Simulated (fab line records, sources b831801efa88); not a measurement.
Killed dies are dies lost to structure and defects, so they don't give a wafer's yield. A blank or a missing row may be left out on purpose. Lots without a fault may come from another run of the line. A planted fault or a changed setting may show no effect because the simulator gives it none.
Chamber matching | flow gf180mcu | GF_V5_CMP_26 on cmp-02: 4 sister chambers
The step polishes, stops on SiO2, t overpolish 15 s, target thk 0 nm. 22 wafers are shown with their chamber, then 11 later ones without.

WAFERS WITH THEIR CHAMBER
wafer  | chamber | motor_current_A (A) | overpolish_run_s (s) | time_to_endpoint_s (s)
L306.2 | 1       | 11.9                | 15.006               | 82.5
L306.3 | 0       | 11.2                | 14.994               | 80.6
L306.6 | 1       | 11.9                | 15.000               | 84.1
L307.1 | 3       | 10.8                | 14.998               | 87.7
L307.5 | 1       | 11.6                | 15.018               | 89.1
L307.6 | 2       | 10.0                | 15.004               | 86.4
L308.2 | 2       | 9.9                 | 14.991               | 86.5
L308.3 | 3       | 11.5                | 15.002               | 86.4
L308.4 | 1       | 11.7                | 15.018               | 84.3
L309.1 | 3       | 11.8                | 15.015               | 88.5
L309.4 | 1       | 11.6                | 14.992               | 87.3
L309.5 | 1       | 11.9                | 15.010               | 88.1
L311.1 | 2       | 9.6                 | 15.007               | 79.5
L311.2 | 0       | 11.5                | 14.990               | 88.0
L311.3 | 3       | 11.5                | 14.997               | 88.4
L312.1 | 2       | 9.5                 | 14.991               | 83.8
L312.2 | 0       | 11.2                | 14.993               | 86.6
L312.6 | 0       | 10.5                | 15.000               | 88.0
L315.1 | 1       | 11.2                | 15.007               | 85.3
L315.3 | 0       | 11.0                | 15.001               | 86.5
L315.4 | 2       | 10.1                | 14.999               | 87.1
L321.1 | 0       | 11.0                | 15.005               | 88.7

SIGNATURES (means of the wafers above)
reading            | chamber 0 | chamber 1 | chamber 2 | chamber 3 | scatter within a chamber
motor_current_A    | 11.067    | 11.686    | 9.820     | 11.400    | 0.312
overpolish_run_s   | 14.99717  | 15.00729  | 14.99840  | 15.00300  | 0.00785
time_to_endpoint_s | 86.400    | 85.814    | 84.660    | 87.750    | 2.6
Rule: a wafer's distance from a chamber is the root of the sum, over the readings, of the square of ((its reading less the chamber's mean) divided by the reading's scatter). The wafer belongs to the nearest chamber; if the next one is less than 2 further off, it can't be placed. The scatter: the root of (the sum of the squares of (reading less its chamber's mean) over the shown wafers, divided by (wafers less chambers)).

WAFERS WITHOUT THEIR CHAMBER
wafer  | motor_current_A (A) | overpolish_run_s (s) | time_to_endpoint_s (s)
L321.4 | 9.5                 | 15.009               | 86.9
L321.5 | 10.9                | 14.995               | 87.4
L320.3 | 11.0                | 15.006               | 84.0
L320.4 | 12.3                | 15.002               | 85.5
L320.5 | 10.0                | 14.980               | 84.2
L327.2 | 11.7                | 15.001               | 83.1
L327.3 | 10.0                | 15.002               | 79.6
L327.6 | 11.1                | 15.027               | 83.0
L328.1 | 11.0                | 15.006               | 82.6
L328.2 | 11.4                | 14.996               | 84.2
L328.5 | 10.9                | 14.999               | 82.1

WHICH CHAMBER EACH WENT THROUGH
wafer  | from the rows above               | in truth
L321.4 | 2                                 | 2
L321.5 | can't be placed: 0 or 3           | 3
L320.3 | can't be placed: 0 or 3 or 1      | 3
L320.4 | can't be placed: 1 or 3 or 0      | 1
L320.5 | can't be placed: 2 or 0           | 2
L327.2 | can't be placed: 1 or 3 or 0      | 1
L327.3 | 2                                 | 2
L327.6 | can't be placed: 1 or 3 or 0      | 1
L328.1 | can't be placed: 0 or 3 or 1      | 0
L328.2 | can't be placed: 0 or 3 or 1      | 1
L328.5 | can't be placed: 0 or 3 or 1 or 2 | 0
Placed correctly: 2 of 11. Can't be placed from these rows: 9 (the true chamber is among the candidates in 9). Placed wrongly: 0.
